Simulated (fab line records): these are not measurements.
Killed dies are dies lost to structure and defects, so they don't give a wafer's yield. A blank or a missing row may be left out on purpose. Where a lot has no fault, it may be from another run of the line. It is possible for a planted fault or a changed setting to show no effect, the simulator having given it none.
Comparing a struck lot with a sound one + flow sky130 + 43 steps out of a route of 708
Sound: the wafers L467.1, L467.3, L467.5. The struck wafers were L476.3, L476.4, L476.6. The cause is given at the end.
Each step with rows lists, per side, the tool, then ch with its chambers, then its first start. Under that, the readings that differ: sound wafers + struck wafers + difference of the means + sigmas: that difference in standard deviations of wafers without a fault.
alike: words and numbers the same on both sides, and readings whose means are apart by under 2 such deviations; not compared: readings that were withheld, readings missing a value for some wafer, numbers with overlapping values and no deviation given by the record, and bounds like >300 which may hide the same value.
Wherever a step has rows on one side only, a row that says differs or no value, or a row with sigmas, the two part there. When numbers do not overlap yet have no deviation, they are printed without sigmas and do not part them. A reading missing from all wafers of one side parts the sides only when that side holds two or more wafers.

SKY_NWELL_TW_MEAS_15:
  sound on filmMetro-02, day 5 05:55; struck on filmMetro-04, day 7 21:59
  alike: NWELL_TW
then, 7 steps without rows for these wafers: SKY_NWELL_DEHYDRATE_16 (time 60 s); SKY_NWELL_HMDS_17 (prime time 60 s); SKY_NWELL_COAT_18 (resist thk 3000 nm); SKY_NWELL_SOFTBAKE_19; SKY_NWELL_EXPOSE_20 (exposes mask NWM COMPLEMENT, target cd 840 nm); SKY_NWELL_PEB_21; SKY_NWELL_DEVELOP_22 (develop time 60 s).
SKY_NWELL_OVL_MEAS_23:
  sound on overlay-02, day 5 23:58; struck on overlay-02, day 8 18:45
  alike: NWELL_01_OVL
after that, 1 step had no rows for these wafers: SKY_NWELL_IMPLANT_24.
SKY_NWELL_STRIP_25: strips in O2/N2.
  sound on plasmaAsher-02 ch 1, day 6 00:10; struck on plasmaAsher-02 ch 0,1, day 8 18:58
  alike: drypumpMotorCurrentA, oesProductAu, stripTimeToEndpointS
  not compared: rfHoursCounterH
SKY_NWELL_TW_MEAS_26:
  sound on filmMetro-02, day 6 00:16; struck on filmMetro-03, day 8 19:03
  alike: NWELL_2_TW
SKY_NWELL_CLEAN_27: cleans in SC1/SC2, time 150 s.
  sound on wetBench-01 ch 2, day 6 00:19; struck on wetBench-02 ch 2, day 8 19:05
  no value came back on the struck wafers for bathGuardTempC (C), bathHeatDutyPct (%), tempC (C); on the sound wafers bathGuardTempC (C) reads 70.4 70.0 70.2
| reading                                     | sound             | struck            | difference | sigmas |
|---------------------------------------------|-------------------|-------------------|------------|--------|
| model.SiO2_of_NWELL_OXIDATION_01.thkNm (nm) | 9.618 9.651 9.446 | 10.08 10.11 10.15 | +0.54      |        |
SKY_NWELL_RTA_28: time 30 s.
  sound on rtpAnneal-02 ch 0, day 6 00:22; struck on rtpAnneal-02 ch 0, day 8 19:11
  alike: lampPowerPct, wafer_temp_C_max
SKY_NWELL_RS_MEAS_29: a four-point-probe measurement.
  sound on filmMetro-03, day 6 00:28; struck on filmMetro-04, day 8 19:17
  alike: NWELL_RS
SKY_NWELL_RS_MEAS_31: a four-point-probe measurement.
  sound on filmMetro-03, day 6 00:43; struck on filmMetro-04, day 8 19:31
  alike: PWDE_RS
then, 7 steps without rows for these wafers: SKY_VT_ADJUST_HVTP_DEHYDRATE_00 (time 60 s); SKY_VT_ADJUST_HVTP_HMDS_01 (prime time 60 s); SKY_VT_ADJUST_HVTP_COAT_02 (resist thk 1140 nm); SKY_VT_ADJUST_HVTP_SOFTBAKE_03 (time 60 s); SKY_VT_ADJUST_HVTP_EXPOSE_04 (exposes mask HVTPM, target cd 380 nm); SKY_VT_ADJUST_HVTP_PEB_05; SKY_VT_ADJUST_HVTP_DEVELOP_06 (develop time 60 s).
SKY_VT_ADJUST_HVTP_CD_MEAS_07: the cd target is 380 nm.
  sound on cdSem-01, day 6 20:20; struck on cdSem-02, day 9 17:35
  alike: cdNm
SKY_VT_ADJUST_HVTP_OVL_MEAS_08:
  sound on overlay-02, day 6 20:27; struck on overlay-01, day 9 17:40
  alike: VT_ADJUST_HVTP_OVL
after that, 1 step had no rows for these wafers: SKY_VT_ADJUST_HVTP_IMPLANT_09.
SKY_VT_ADJUST_HVTP_STRIP_10: strips in O2/N2.
  sound on plasmaAsher-03 ch 0,1, day 6 20:38; struck on plasmaAsher-03 ch 0,1, day 9 17:53
  alike: drypumpMotorCurrentA, oesProductAu, stripTimeToEndpointS
  not compared: rfHoursCounterH
SKY_VT_ADJUST_HVTP_TW_MEAS_11:
  sound on filmMetro-01, day 6 20:44; struck on filmMetro-03, day 9 17:58
  alike: VT_ADJUST_HVTP_TW
then, 7 steps without rows for these wafers: SKY_VT_ADJUST_LVTN_DEHYDRATE_00 (time 60 s); SKY_VT_ADJUST_LVTN_HMDS_01 (prime time 60 s); SKY_VT_ADJUST_LVTN_COAT_02 (resist thk 3000 nm); SKY_VT_ADJUST_LVTN_SOFTBAKE_03; SKY_VT_ADJUST_LVTN_EXPOSE_04 (exposes mask NWM COMPLEMENT LESS NATIVE, target cd 840 nm); SKY_VT_ADJUST_LVTN_PEB_05; SKY_VT_ADJUST_LVTN_DEVELOP_06 (develop time 60 s).
SKY_VT_ADJUST_LVTN_OVL_MEAS_07:
  sound on overlay-02, day 7 16:20; struck on overlay-02, day 10 15:51
  alike: VT_ADJUST_LVTN_OVL
after that, 1 step had no rows for these wafers: SKY_VT_ADJUST_LVTN_IMPLANT_08.
SKY_VT_ADJUST_LVTN_STRIP_09: strips in O2/N2.
  sound on plasmaAsher-02 ch 0, day 7 16:31; struck on plasmaAsher-01 ch 0,1, day 10 16:04
  alike: drypumpMotorCurrentA, oesProductAu, stripTimeToEndpointS
  not compared: rfHoursCounterH
SKY_VT_ADJUST_LVTN_TW_MEAS_10:
  sound on filmMetro-01, day 7 16:37; struck on filmMetro-04, day 10 16:09
  alike: VT_ADJUST_LVTN_TW
then, 2 steps without rows for these wafers: SKY_VT_ADJUST_LVTN_DEHYDRATE_11 (time 60 s); SKY_VT_ADJUST_LVTN_HMDS_12 (prime time 60 s).
-- record jumps: 7 days separate the struck wafers' starts on either side; left off in module VT_ADJUST_LVTN, taken up again in module SONOS_ONO, whose first shown step is the route's number 183 --
SKY_SONOS_ONO_ETCH_15: etches the open film in CHF3/O2, target depth 19.52 nm, time 7.8 s.
  sound on rieDiel-02 ch 0,1,3, day 13 20:11; struck on rieDiel-02 ch 1,2, day 17 10:25
| reading                                     | sound             | struck            | difference | sigmas |
|---------------------------------------------|-------------------|-------------------|------------|--------|
| model.SiO2_of_NWELL_OXIDATION_01.thkNm (nm) | 5.407 5.502 5.194 | 5.879 5.847 5.939 | +0.521     |        |
  alike: drypumpMotorCurrentA, oesProductAu, throttleValvePct
  not compared: rfHoursCounterH
-- record jumps: 32 days separate the struck wafers' starts on either side; left off in module SONOS_ONO, taken up again in module PAD_OPEN, whose first shown step is the route's number 708 --
SKY_PAD_OPEN_PROBE_99:
  sound on prober-01, day 46 18:08; struck on prober-02, day 49 02:29
| reading                               | sound             | struck            | difference | sigmas |
|---------------------------------------|-------------------|-------------------|------------|--------|
| model.etest.capThickOxide.gateBvV (V) | 15.83 15.82 15.64 | 13.96 14.06 13.96 | -1.77      |        |
| model.etest.capThinOxide.gateBvV (V)  | 6.936 6.921 7.024 | 6.527 6.355 6.492 | -0.502     |        |
  alike: killed_at_M0_to_M3, killed_at_M4_up, killedAtContacts, killedAtFrontEnd, killedAtOther, killedDies, killedOpen, killedShort

## WHERE THEY PART
SKY_NWELL_CLEAN_27 only, going by this record. Later steps at which nothing parts them and some readings are alike: SKY_NWELL_RTA_28, SKY_NWELL_RS_MEAS_29, SKY_NWELL_RS_MEAS_31, SKY_VT_ADJUST_HVTP_CD_MEAS_07, SKY_VT_ADJUST_HVTP_OVL_MEAS_08, SKY_VT_ADJUST_HVTP_STRIP_10, SKY_VT_ADJUST_HVTP_TW_MEAS_11, SKY_VT_ADJUST_LVTN_OVL_MEAS_07, SKY_VT_ADJUST_LVTN_STRIP_09, SKY_VT_ADJUST_LVTN_TW_MEAS_10, SKY_SONOS_ONO_ETCH_15, SKY_PAD_OPEN_PROBE_99.

WHY: what the simulator had put in
Beginning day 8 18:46, the whole step at SKY_NWELL_CLEAN_27 was skipped on wetBench-02. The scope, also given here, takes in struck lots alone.
